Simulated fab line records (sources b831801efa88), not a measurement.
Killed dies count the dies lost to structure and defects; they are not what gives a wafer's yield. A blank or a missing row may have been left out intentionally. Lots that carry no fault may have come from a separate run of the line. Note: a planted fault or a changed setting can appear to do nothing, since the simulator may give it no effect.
fab line records || flow gf180mcu || part 2 of 2: steps 32 to 40 of 40
record {"lots": 5, "wafers": 15, "last_day": 34}
route steps=602 shown M2@371 V2@382 M3@409
lots that met no fault: from a run of the same line without faults
start_h: hours from the record's opening day to when the first of the lot's shown wafers began || wait_h: hours elapsed since this lot's preceding step || " identical to the entry in the row above || L1.1+2: a row that stands for several wafers || - value missing, or start not given || * or withheld: withheld || < > ~ a bound
route shown NAME@n: names a module that has steps shown in the file, with the first one's number in the route || usual: mean/standard deviation taken from wafers without a fault || same: alike in all rows || chamber/n: place in a boat || sites: readings site by site || _std_site: the standard deviation of these || _edge_site: inner sites' mean taken away from outer sites' mean || radius_mm: for every site, how far away it sits from the centre of the wafer || mask NAME#n: copy n || behind: the tool/chamber that last shaped the wafer || hold: why the lot was held/for how many hours/how that ended || device: the transistor (n, p or np) that didn't switch || end of line: the route-end tests of the same wafers || step lacking rows: just its recipe || killed: count of dies lost to structure and defects at first sort (not the wafer's yield) || map: per-die view of a wafer (x killed, . not killed, _ where there is no die)
set.NAME: the setting the step ran with; set.NAME@STEP: the setting that earlier step ran with || model.NAME: the simulator's own value behind a step, which no gauge read
lots seen at some steps along the route; tables by step, rows by wafer
services: the hour from which a tool's chamber was out of use, counted from the record's first day as start_h (under 0 if before that day), plus the number of hours and why
## steps
# step GF_V2_CLEAN_20
# recipe {"chemistry": "DIW", "dry": "n2_spin"}
{"lot.wafer": "L077.1+4+6", "tool": "wet_bench-03", "chamber": 1, "start_h": 491.20, "wait_h": 0.0}
{"lot.wafer": "L078.2+3+6", "tool": "wet_bench-04", "chamber": 1, "start_h": 498.26, "wait_h": 0.0}
{"lot.wafer": "L084.3+5+6", "tool": "wet_bench-03", "chamber": 3, "start_h": 552.86, "wait_h": 0.0}
{"lot.wafer": "L090.4+5+6", "tool": "wet_bench-01", "chamber": 1, "start_h": 602.01, "wait_h": 0.0}
{"lot.wafer": "L096.1+4+6", "tool": "wet_bench-03", "chamber": 3, "start_h": 640.15, "wait_h": 0.0}
# step GF_V2_SPUTTER_21
# recipe {"material": "Ti", "target_thk_nm": 15, "chamber_pressure_pa": 5, "power_w": 2500, "substrate_temp_c": 200, "time_s": 80.02}
# usual {"throttle_valve_pct": "30.0/0.78"}
{"lot.wafer": "L077.1", "tool": "pvd_sputter-04", "chamber": "-", "start_h": 491.30, "wait_h": 0.0, "throttle_valve_pct": 30.1}
{"lot.wafer": "L077.4", "tool": "pvd_sputter-04", "chamber": "-", "start_h": 491.30, "wait_h": 0.0, "throttle_valve_pct": 30.6}
{"lot.wafer": "L077.6", "tool": "pvd_sputter-04", "chamber": "-", "start_h": 491.30, "wait_h": 0.0, "throttle_valve_pct": 30.8}
{"lot.wafer": "L078.2", "tool": "pvd_sputter-03", "chamber": "-", "start_h": 498.35, "wait_h": 0.0, "throttle_valve_pct": 30.8}
{"lot.wafer": "L078.3", "tool": "pvd_sputter-03", "chamber": "-", "start_h": 498.35, "wait_h": 0.0, "throttle_valve_pct": 30.5}
{"lot.wafer": "L078.6", "tool": "pvd_sputter-03", "chamber": "-", "start_h": 498.35, "wait_h": 0.0, "throttle_valve_pct": 30.4}
{"lot.wafer": "L084.3", "tool": "pvd_sputter-03", "chamber": "-", "start_h": 552.95, "wait_h": 0.0, "throttle_valve_pct": 31.1}
{"lot.wafer": "L084.5", "tool": "pvd_sputter-03", "chamber": "-", "start_h": 552.95, "wait_h": 0.0, "throttle_valve_pct": 30.2}
{"lot.wafer": "L084.6", "tool": "pvd_sputter-03", "chamber": "-", "start_h": 552.95, "wait_h": 0.0, "throttle_valve_pct": 31.0}
{"lot.wafer": "L090.4", "tool": "pvd_sputter-03", "chamber": "-", "start_h": 602.11, "wait_h": 0.0, "throttle_valve_pct": 30.3}
{"lot.wafer": "L090.5", "tool": "pvd_sputter-03", "chamber": "-", "start_h": 602.11, "wait_h": 0.0, "throttle_valve_pct": 30.4}
{"lot.wafer": "L090.6", "tool": "pvd_sputter-03", "chamber": "-", "start_h": 602.11, "wait_h": 0.0, "throttle_valve_pct": 29.0}
{"lot.wafer": "L096.1", "tool": "pvd_sputter-04", "chamber": "-", "start_h": 640.24, "wait_h": 0.0, "throttle_valve_pct": 31.0}
{"lot.wafer": "L096.4", "tool": "pvd_sputter-04", "chamber": "-", "start_h": 640.24, "wait_h": 0.0, "throttle_valve_pct": 30.0}
{"lot.wafer": "L096.6", "tool": "pvd_sputter-04", "chamber": "-", "start_h": 640.24, "wait_h": 0.0, "throttle_valve_pct": 30.3}
# step GF_V2_SPUTTER_22
# recipe {"material": "TiN", "target_thk_nm": 10, "chamber_pressure_pa": 5, "power_w": 4000, "time_s": 40}
# usual {"throttle_valve_pct": "30.0/0.8"}
{"lot.wafer": "L077.1", "tool": "pvd_sputter-04", "chamber": "-", "start_h": 491.36, "wait_h": 0.0, "throttle_valve_pct": 30.0}
{"lot.wafer": "L077.4", "tool": "pvd_sputter-04", "chamber": "-", "start_h": 491.36, "wait_h": 0.0, "throttle_valve_pct": 30.8}
{"lot.wafer": "L077.6", "tool": "pvd_sputter-04", "chamber": "-", "start_h": 491.36, "wait_h": 0.0, "throttle_valve_pct": 30.3}
{"lot.wafer": "L078.2", "tool": "pvd_sputter-03", "chamber": "-", "start_h": 498.41, "wait_h": 0.0, "throttle_valve_pct": 30.9}
{"lot.wafer": "L078.3", "tool": "pvd_sputter-03", "chamber": "-", "start_h": 498.41, "wait_h": 0.0, "throttle_valve_pct": 30.6}
{"lot.wafer": "L078.6", "tool": "pvd_sputter-03", "chamber": "-", "start_h": 498.41, "wait_h": 0.0, "throttle_valve_pct": 30.6}
{"lot.wafer": "L084.3", "tool": "pvd_sputter-03", "chamber": "-", "start_h": 553.02, "wait_h": 0.0, "throttle_valve_pct": 30.7}
{"lot.wafer": "L084.5", "tool": "pvd_sputter-03", "chamber": "-", "start_h": 553.02, "wait_h": 0.0, "throttle_valve_pct": 30.3}
{"lot.wafer": "L084.6", "tool": "pvd_sputter-03", "chamber": "-", "start_h": 553.02, "wait_h": 0.0, "throttle_valve_pct": 30.8}
{"lot.wafer": "L090.4", "tool": "pvd_sputter-03", "chamber": "-", "start_h": 602.17, "wait_h": 0.0, "throttle_valve_pct": 30.6}
{"lot.wafer": "L090.5", "tool": "pvd_sputter-03", "chamber": "-", "start_h": 602.17, "wait_h": 0.0, "throttle_valve_pct": 30.3}
{"lot.wafer": "L090.6", "tool": "pvd_sputter-03", "chamber": "-", "start_h": 602.17, "wait_h": 0.0, "throttle_valve_pct": 29.1}
{"lot.wafer": "L096.1", "tool": "pvd_sputter-04", "chamber": "-", "start_h": 640.31, "wait_h": 0.0, "throttle_valve_pct": 31.5}
{"lot.wafer": "L096.4", "tool": "pvd_sputter-04", "chamber": "-", "start_h": 640.31, "wait_h": 0.0, "throttle_valve_pct": 29.9}
{"lot.wafer": "L096.6", "tool": "pvd_sputter-04", "chamber": "-", "start_h": 640.31, "wait_h": 0.0, "throttle_valve_pct": 30.5}
# step GF_V2_CVD_23
# recipe {"material": "W", "target_thk_nm": 350, "time_s": 104.94, "temp_c": 400, "pressure_torr": 40}
# usual {"chamber_pressure_Torr": "40.01/0.083", "heater_power_w": "916/96", "susceptor_temp_C": "400.00/0.22"}
{"lot.wafer": "L077.1", "tool": "cvd_w-02", "chamber": 1, "start_h": 491.40, "wait_h": 0.0, "chamber_pressure_Torr": 40.01, "heater_power_w": 799, "susceptor_temp_C": 400.17}
{"lot.wafer": "L077.4", "tool": "cvd_w-02", "chamber": 1, "start_h": 491.40, "wait_h": 0.0, "chamber_pressure_Torr": 39.95, "heater_power_w": 754, "susceptor_temp_C": 400.41}
{"lot.wafer": "L077.6", "tool": "cvd_w-02", "chamber": 0, "start_h": 491.40, "wait_h": 0.0, "chamber_pressure_Torr": 40.01, "heater_power_w": 1021, "susceptor_temp_C": 400.27}
{"lot.wafer": "L078.2", "tool": "cvd_w-02", "chamber": 0, "start_h": 498.49, "wait_h": 0.1, "chamber_pressure_Torr": 39.94, "heater_power_w": 991, "susceptor_temp_C": 399.94}
{"lot.wafer": "L078.3", "tool": "cvd_w-02", "chamber": 0, "start_h": 498.49, "wait_h": 0.1, "chamber_pressure_Torr": 40.03, "heater_power_w": 993, "susceptor_temp_C": 400.15}
{"lot.wafer": "L078.6", "tool": "cvd_w-02", "chamber": 0, "start_h": 498.49, "wait_h": 0.1, "chamber_pressure_Torr": 39.95, "heater_power_w": 986, "susceptor_temp_C": 400.36}
{"lot.wafer": "L084.3", "tool": "cvd_w-02", "chamber": 0, "start_h": 553.09, "wait_h": 0.1, "chamber_pressure_Torr": 39.94, "heater_power_w": 979, "susceptor_temp_C": 399.49}
{"lot.wafer": "L084.5", "tool": "cvd_w-02", "chamber": 1, "start_h": 553.09, "wait_h": 0.1, "chamber_pressure_Torr": 39.88, "heater_power_w": 776, "susceptor_temp_C": 399.89}
{"lot.wafer": "L084.6", "tool": "cvd_w-02", "chamber": 0, "start_h": 553.09, "wait_h": 0.1, "chamber_pressure_Torr": 40.01, "heater_power_w": 993, "susceptor_temp_C": 399.80}
{"lot.wafer": "L090.4", "tool": "cvd_w-02", "chamber": 0, "start_h": 602.24, "wait_h": 0.1, "chamber_pressure_Torr": 39.98, "heater_power_w": 992, "susceptor_temp_C": 399.82}
{"lot.wafer": "L090.5", "tool": "cvd_w-02", "chamber": 0, "start_h": 602.24, "wait_h": 0.1, "chamber_pressure_Torr": 40.05, "heater_power_w": 1021, "susceptor_temp_C": 399.71}
{"lot.wafer": "L090.6", "tool": "cvd_w-02", "chamber": 1, "start_h": 602.24, "wait_h": 0.1, "chamber_pressure_Torr": 39.98, "heater_power_w": 784, "susceptor_temp_C": 399.62}
{"lot.wafer": "L096.1", "tool": "cvd_w-01", "chamber": 1, "start_h": 640.34, "wait_h": 0.0, "chamber_pressure_Torr": 40.09, "heater_power_w": 1000, "susceptor_temp_C": 399.85}
{"lot.wafer": "L096.4", "tool": "cvd_w-01", "chamber": 0, "start_h": 640.34, "wait_h": 0.0, "chamber_pressure_Torr": 39.99, "heater_power_w": 889, "susceptor_temp_C": 400.22}
{"lot.wafer": "L096.6", "tool": "cvd_w-01", "chamber": 0, "start_h": 640.34, "wait_h": 0.0, "chamber_pressure_Torr": 39.98, "heater_power_w": 871, "susceptor_temp_C": 400.18}
# step GF_V2_RS_MEAS_24
# recipe {"thk_meas_gauge": "four-point-probe", "reads": "W_of_V2_CVD_23+TiN_of_V2_SPUTTER_22+Ti_of_V2_SPUTTER_21"}
# usual {"V2_W_RS": "0.3250/0.0028"}
{"lot.wafer": "L077.1", "tool": "film_metro-04", "chamber": "-", "start_h": 491.51, "wait_h": 0.1, "V2_W_RS[ohm/sq]": 0.3254}
{"lot.wafer": "L077.4", "tool": "film_metro-04", "chamber": "-", "start_h": 491.51, "wait_h": 0.1, "V2_W_RS[ohm/sq]": 0.3234}
{"lot.wafer": "L077.6", "tool": "film_metro-04", "chamber": "-", "start_h": 491.51, "wait_h": 0.1, "V2_W_RS[ohm/sq]": 0.3208}
{"lot.wafer": "L078.2", "tool": "film_metro-02", "chamber": "-", "start_h": 498.69, "wait_h": 0.2, "V2_W_RS[ohm/sq]": 0.3275}
{"lot.wafer": "L078.3", "tool": "film_metro-02", "chamber": "-", "start_h": 498.69, "wait_h": 0.2, "V2_W_RS[ohm/sq]": 0.3250}
{"lot.wafer": "L078.6", "tool": "film_metro-02", "chamber": "-", "start_h": 498.69, "wait_h": 0.2, "V2_W_RS[ohm/sq]": 0.3238}
{"lot.wafer": "L084.3", "tool": "film_metro-02", "chamber": "-", "start_h": 553.21, "wait_h": 0.1, "V2_W_RS[ohm/sq]": 0.3250}
{"lot.wafer": "L084.5", "tool": "film_metro-02", "chamber": "-", "start_h": 553.21, "wait_h": 0.1, "V2_W_RS[ohm/sq]": 0.3258}
{"lot.wafer": "L084.6", "tool": "film_metro-02", "chamber": "-", "start_h": 553.21, "wait_h": 0.1, "V2_W_RS[ohm/sq]": 0.3257}
{"lot.wafer": "L090.4", "tool": "film_metro-04", "chamber": "-", "start_h": 602.38, "wait_h": 0.1, "V2_W_RS[ohm/sq]": 0.3233}
{"lot.wafer": "L090.5", "tool": "film_metro-04", "chamber": "-", "start_h": 602.38, "wait_h": 0.1, "V2_W_RS[ohm/sq]": 0.3241}
{"lot.wafer": "L090.6", "tool": "film_metro-04", "chamber": "-", "start_h": 602.38, "wait_h": 0.1, "V2_W_RS[ohm/sq]": 0.3262}
{"lot.wafer": "L096.1", "tool": "film_metro-04", "chamber": "-", "start_h": 640.46, "wait_h": 0.1, "V2_W_RS[ohm/sq]": 0.3239}
{"lot.wafer": "L096.4", "tool": "film_metro-04", "chamber": "-", "start_h": 640.46, "wait_h": 0.1, "V2_W_RS[ohm/sq]": 0.3257}
{"lot.wafer": "L096.6", "tool": "film_metro-04", "chamber": "-", "start_h": 640.46, "wait_h": 0.1, "V2_W_RS[ohm/sq]": 0.3249}
# step GF_V2_THK_MEAS_25
# recipe {"thk_meas_gauge": "xrf", "reads": "W_of_V2_CVD_23"}
# usual {"V2_W_THK": "343/4.6"}
{"lot.wafer": "L077.1", "tool": "film_metro-04", "chamber": "-", "start_h": 491.63, "wait_h": 0.1, "V2_W_THK[nm]": 342}
{"lot.wafer": "L077.4", "tool": "film_metro-04", "chamber": "-", "start_h": 491.63, "wait_h": 0.1, "V2_W_THK[nm]": 344}
{"lot.wafer": "L077.6", "tool": "film_metro-04", "chamber": "-", "start_h": 491.63, "wait_h": 0.1, "V2_W_THK[nm]": 348}
{"lot.wafer": "L078.2", "tool": "film_metro-02", "chamber": "-", "start_h": 498.80, "wait_h": 0.1, "V2_W_THK[nm]": 344}
{"lot.wafer": "L078.3", "tool": "film_metro-02", "chamber": "-", "start_h": 498.80, "wait_h": 0.1, "V2_W_THK[nm]": 346}
{"lot.wafer": "L078.6", "tool": "film_metro-02", "chamber": "-", "start_h": 498.80, "wait_h": 0.1, "V2_W_THK[nm]": 346}
{"lot.wafer": "L084.3", "tool": "film_metro-02", "chamber": "-", "start_h": 553.31, "wait_h": 0.1, "V2_W_THK[nm]": 346}
{"lot.wafer": "L084.5", "tool": "film_metro-02", "chamber": "-", "start_h": 553.31, "wait_h": 0.1, "V2_W_THK[nm]": 343}
{"lot.wafer": "L084.6", "tool": "film_metro-02", "chamber": "-", "start_h": 553.31, "wait_h": 0.1, "V2_W_THK[nm]": 342}
{"lot.wafer": "L090.4", "tool": "film_metro-04", "chamber": "-", "start_h": 602.47, "wait_h": 0.1, "V2_W_THK[nm]": 346}
{"lot.wafer": "L090.5", "tool": "film_metro-04", "chamber": "-", "start_h": 602.47, "wait_h": 0.1, "V2_W_THK[nm]": 343}
{"lot.wafer": "L090.6", "tool": "film_metro-04", "chamber": "-", "start_h": 602.47, "wait_h": 0.1, "V2_W_THK[nm]": 340}
{"lot.wafer": "L096.1", "tool": "film_metro-04", "chamber": "-", "start_h": 640.58, "wait_h": 0.1, "V2_W_THK[nm]": 342}
{"lot.wafer": "L096.4", "tool": "film_metro-04", "chamber": "-", "start_h": 640.58, "wait_h": 0.1, "V2_W_THK[nm]": 343}
{"lot.wafer": "L096.6", "tool": "film_metro-04", "chamber": "-", "start_h": 640.58, "wait_h": 0.1, "V2_W_THK[nm]": 342}
# step GF_V2_CMP_26
# recipe {"stop_on": "SiO2", "down_force_psi": 3.5, "platen_rpm": 60, "t_overpolish_s": 15, "target_thk_nm": 0, "pad_velocity_m_s": 0.94248}
# usual {"motor_current_A": "11.5/0.99", "overpolish_run_s": "15.000/0.0083", "time_to_endpoint_s": "86/3.1"}
{"lot.wafer": "L077.4", "tool": "cmp-02", "chamber": 0, "start_h": 491.69, "wait_h": 0.0, "motor_current_A": 11.3, "overpolish_run_s": 15.014, "time_to_endpoint_s": 84}
{"lot.wafer": "L077.1", "tool": "cmp-02", "chamber": 1, "start_h": 491.69, "wait_h": 0.0, "motor_current_A": 10.6, "overpolish_run_s": 14.989, "time_to_endpoint_s": 85}
{"lot.wafer": "L077.6", "tool": "cmp-02", "chamber": 0, "start_h": 491.69, "wait_h": 0.0, "motor_current_A": 10.2, "overpolish_run_s": 14.997, "time_to_endpoint_s": 87}
{"lot.wafer": "L078.3", "tool": "cmp-02", "chamber": 0, "start_h": 498.85, "wait_h": 0.0, "motor_current_A": 10.5, "overpolish_run_s": 14.994, "time_to_endpoint_s": 83}
{"lot.wafer": "L078.2", "tool": "cmp-02", "chamber": 3, "start_h": 498.85, "wait_h": 0.0, "motor_current_A": 11.5, "overpolish_run_s": 14.994, "time_to_endpoint_s": 86}
{"lot.wafer": "L078.6", "tool": "cmp-02", "chamber": 1, "start_h": 498.85, "wait_h": 0.0, "motor_current_A": 10.1, "overpolish_run_s": 15.001, "time_to_endpoint_s": 87}
{"lot.wafer": "L084.3", "tool": "cmp-02", "chamber": 2, "start_h": 553.35, "wait_h": 0.0, "motor_current_A": 12.0, "overpolish_run_s": 15.000, "time_to_endpoint_s": 87}
{"lot.wafer": "L084.5", "tool": "cmp-02", "chamber": 2, "start_h": 553.35, "wait_h": 0.0, "motor_current_A": 12.7, "overpolish_run_s": 14.991, "time_to_endpoint_s": 86}
{"lot.wafer": "L084.6", "tool": "cmp-02", "chamber": 3, "start_h": 553.35, "wait_h": 0.0, "motor_current_A": 12.3, "overpolish_run_s": 14.997, "time_to_endpoint_s": 87}
{"lot.wafer": "L090.4", "tool": "cmp-01", "chamber": 1, "start_h": 602.60, "wait_h": 0.1, "motor_current_A": 10.8, "overpolish_run_s": 15.010, "time_to_endpoint_s": 90}
{"lot.wafer": "L090.6", "tool": "cmp-01", "chamber": 3, "start_h": 602.60, "wait_h": 0.1, "motor_current_A": 10.3, "overpolish_run_s": 15.001, "time_to_endpoint_s": 92}
{"lot.wafer": "L090.5", "tool": "cmp-01", "chamber": 0, "start_h": 602.60, "wait_h": 0.1, "motor_current_A": 11.6, "overpolish_run_s": 14.992, "time_to_endpoint_s": 93}
{"lot.wafer": "L096.4", "tool": "cmp-01", "chamber": 1, "start_h": 640.64, "wait_h": 0.0, "motor_current_A": 10.7, "overpolish_run_s": 14.999, "time_to_endpoint_s": 85}
{"lot.wafer": "L096.1", "tool": "cmp-01", "chamber": 2, "start_h": 640.64, "wait_h": 0.0, "motor_current_A": 13.1, "overpolish_run_s": 14.981, "time_to_endpoint_s": 87}
{"lot.wafer": "L096.6", "tool": "cmp-01", "chamber": 1, "start_h": 640.64, "wait_h": 0.0, "motor_current_A": 10.7, "overpolish_run_s": 15.008, "time_to_endpoint_s": 86}
# step GF_M3_SPUTTER_00
# recipe {"material": "Ti", "target_thk_nm": 37.5, "arriving_ion_energy_ev": 80, "substrate_temp_c": 200, "chamber_pressure_pa": 2, "power_w": 4000, "time_s": 150}
# usual {"throttle_valve_pct": "29.9/0.97"}
{"lot.wafer": "L077.1", "tool": "pvd_sputter-04", "chamber": "-", "start_h": 491.99, "wait_h": 0.2, "throttle_valve_pct": 31.2}
{"lot.wafer": "L077.4", "tool": "pvd_sputter-04", "chamber": "-", "start_h": 491.99, "wait_h": 0.2, "throttle_valve_pct": 30.3}
{"lot.wafer": "L077.6", "tool": "pvd_sputter-04", "chamber": "-", "start_h": 491.99, "wait_h": 0.2, "throttle_valve_pct": 30.3}
{"lot.wafer": "L078.2", "tool": "pvd_sputter-02", "chamber": "-", "start_h": 499.15, "wait_h": 0.1, "throttle_valve_pct": 29.3}
{"lot.wafer": "L078.3", "tool": "pvd_sputter-02", "chamber": "-", "start_h": 499.15, "wait_h": 0.1, "throttle_valve_pct": 28.1}
{"lot.wafer": "L078.6", "tool": "pvd_sputter-02", "chamber": "-", "start_h": 499.15, "wait_h": 0.1, "throttle_valve_pct": 28.9}
{"lot.wafer": "L084.3", "tool": "pvd_sputter-02", "chamber": "-", "start_h": 553.65, "wait_h": 0.2, "throttle_valve_pct": 30.9}
{"lot.wafer": "L084.5", "tool": "pvd_sputter-02", "chamber": "-", "start_h": 553.65, "wait_h": 0.2, "throttle_valve_pct": 31.1}
{"lot.wafer": "L084.6", "tool": "pvd_sputter-02", "chamber": "-", "start_h": 553.65, "wait_h": 0.2, "throttle_valve_pct": 28.4}
{"lot.wafer": "L090.4", "tool": "pvd_sputter-02", "chamber": "-", "start_h": 602.80, "wait_h": 0.1, "throttle_valve_pct": 28.3}
{"lot.wafer": "L090.5", "tool": "pvd_sputter-02", "chamber": "-", "start_h": 602.80, "wait_h": 0.1, "throttle_valve_pct": 28.3}
{"lot.wafer": "L090.6", "tool": "pvd_sputter-02", "chamber": "-", "start_h": 602.80, "wait_h": 0.1, "throttle_valve_pct": 30.8}
{"lot.wafer": "L096.1", "tool": "pvd_sputter-03", "chamber": "-", "start_h": 640.94, "wait_h": 0.2, "throttle_valve_pct": 30.3}
{"lot.wafer": "L096.4", "tool": "pvd_sputter-03", "chamber": "-", "start_h": 640.94, "wait_h": 0.2, "throttle_valve_pct": 29.0}
{"lot.wafer": "L096.6", "tool": "pvd_sputter-03", "chamber": "-", "start_h": 640.94, "wait_h": 0.2, "throttle_valve_pct": 30.0}
# step GF_M3_SPUTTER_01
# recipe {"material": "TiN", "target_thk_nm": 30, "power_w": 6500, "time_s": 25, "chamber_pressure_pa": 0.4}
# usual {"throttle_valve_pct": "29.9/0.99"}
{"lot.wafer": "L077.1", "tool": "pvd_sputter-04", "chamber": "-", "start_h": 492.09, "wait_h": 0.1, "throttle_valve_pct": 31.3}
{"lot.wafer": "L077.4", "tool": "pvd_sputter-04", "chamber": "-", "start_h": 492.09, "wait_h": 0.1, "throttle_valve_pct": 30.3}
{"lot.wafer": "L077.6", "tool": "pvd_sputter-04", "chamber": "-", "start_h": 492.09, "wait_h": 0.1, "throttle_valve_pct": 30.5}
{"lot.wafer": "L078.2", "tool": "pvd_sputter-02", "chamber": "-", "start_h": 499.25, "wait_h": 0.1, "throttle_valve_pct": 29.2}
{"lot.wafer": "L078.3", "tool": "pvd_sputter-02", "chamber": "-", "start_h": 499.25, "wait_h": 0.1, "throttle_valve_pct": 28.3}
{"lot.wafer": "L078.6", "tool": "pvd_sputter-02", "chamber": "-", "start_h": 499.25, "wait_h": 0.1, "throttle_valve_pct": 29.0}
{"lot.wafer": "L084.3", "tool": "pvd_sputter-02", "chamber": "-", "start_h": 553.75, "wait_h": 0.1, "throttle_valve_pct": 31.0}
{"lot.wafer": "L084.5", "tool": "pvd_sputter-02", "chamber": "-", "start_h": 553.75, "wait_h": 0.1, "throttle_valve_pct": 30.9}
{"lot.wafer": "L084.6", "tool": "pvd_sputter-02", "chamber": "-", "start_h": 553.75, "wait_h": 0.1, "throttle_valve_pct": 28.4}
{"lot.wafer": "L090.4", "tool": "pvd_sputter-02", "chamber": "-", "start_h": 602.90, "wait_h": 0.1, "throttle_valve_pct": 28.0}
{"lot.wafer": "L090.5", "tool": "pvd_sputter-02", "chamber": "-", "start_h": 602.90, "wait_h": 0.1, "throttle_valve_pct": 28.3}
{"lot.wafer": "L090.6", "tool": "pvd_sputter-02", "chamber": "-", "start_h": 602.90, "wait_h": 0.1, "throttle_valve_pct": 31.1}
{"lot.wafer": "L096.1", "tool": "pvd_sputter-03", "chamber": "-", "start_h": 641.04, "wait_h": 0.1, "throttle_valve_pct": 30.5}
{"lot.wafer": "L096.4", "tool": "pvd_sputter-03", "chamber": "-", "start_h": 641.04, "wait_h": 0.1, "throttle_valve_pct": 29.0}
{"lot.wafer": "L096.6", "tool": "pvd_sputter-03", "chamber": "-", "start_h": 641.04, "wait_h": 0.1, "throttle_valve_pct": 30.2}
## services
{"tool": "wet_bench-02", "chamber": "-", "start_h": 431.15, "hours": 2.1, "kind": "repair"}
{"tool": "krf_scanner-02", "chamber": "-", "start_h": 442.63, "hours": 0.6, "kind": "repair"}
{"tool": "rie_diel-01", "chamber": "-", "start_h": 453.92, "hours": 0.2, "kind": "repair"}
{"tool": "rie_diel-04", "chamber": 2, "start_h": 454.27, "hours": 10.8, "kind": "repair"}
{"tool": "wet_bench-03", "chamber": "-", "start_h": 460.49, "hours": 3.8, "kind": "repair"}
{"tool": "krf_scanner-02", "chamber": "-", "start_h": 463.40, "hours": 1.3, "kind": "pm"}
{"tool": "pecvd-03", "chamber": 0, "start_h": 469.62, "hours": 17.7, "kind": "repair"}
{"tool": "pvd_sputter-03", "chamber": "-", "start_h": 477.96, "hours": 8.6, "kind": "repair"}
{"tool": "krf_scanner-02", "chamber": "-", "start_h": 481.33, "hours": 0.8, "kind": "pm"}
{"tool": "pvd_sputter-04", "chamber": "-", "start_h": 483.58, "hours": 2.1, "kind": "repair"}
{"tool": "rie_diel-04", "chamber": 2, "start_h": 488.14, "hours": 9.1, "kind": "repair"}
{"tool": "pvd_sputter-03", "chamber": "-", "start_h": 489.53, "hours": 4.8, "kind": "repair"}
{"tool": "krf_scanner-02", "chamber": "-", "start_h": 499.41, "hours": 1.0, "kind": "pm"}
{"tool": "wet_bench-03", "chamber": "-", "start_h": 502.91, "hours": 1.9, "kind": "repair"}
{"tool": "rie_diel-04", "chamber": "-", "start_h": 504.47, "hours": 0.8, "kind": "repair"}
{"tool": "plasma_asher-02", "chamber": "-", "start_h": 519.69, "hours": 5.2, "kind": "repair"}
{"tool": "rie_diel-04", "chamber": 0, "start_h": 566.54, "hours": 8.9, "kind": "repair"}
{"tool": "cmp-01", "chamber": "-", "start_h": 572.00, "hours": 4.0, "kind": "pm"}
{"tool": "krf_scanner-02", "chamber": "-", "start_h": 572.38, "hours": 1.0, "kind": "repair"}
{"tool": "cmp-01", "chamber": "-", "start_h": 580.46, "hours": 3.5, "kind": "repair"}
{"tool": "cmp-01", "chamber": "-", "start_h": 582.93, "hours": 1.2, "kind": "repair"}
{"tool": "pvd_sputter-04", "chamber": "-", "start_h": 588.74, "hours": 8.7, "kind": "repair"}
{"tool": "wet_bench-03", "chamber": "-", "start_h": 616.38, "hours": 1.1, "kind": "repair"}
{"tool": "krf_scanner-02", "chamber": "-", "start_h": 639.30, "hours": 1.3, "kind": "pm"}
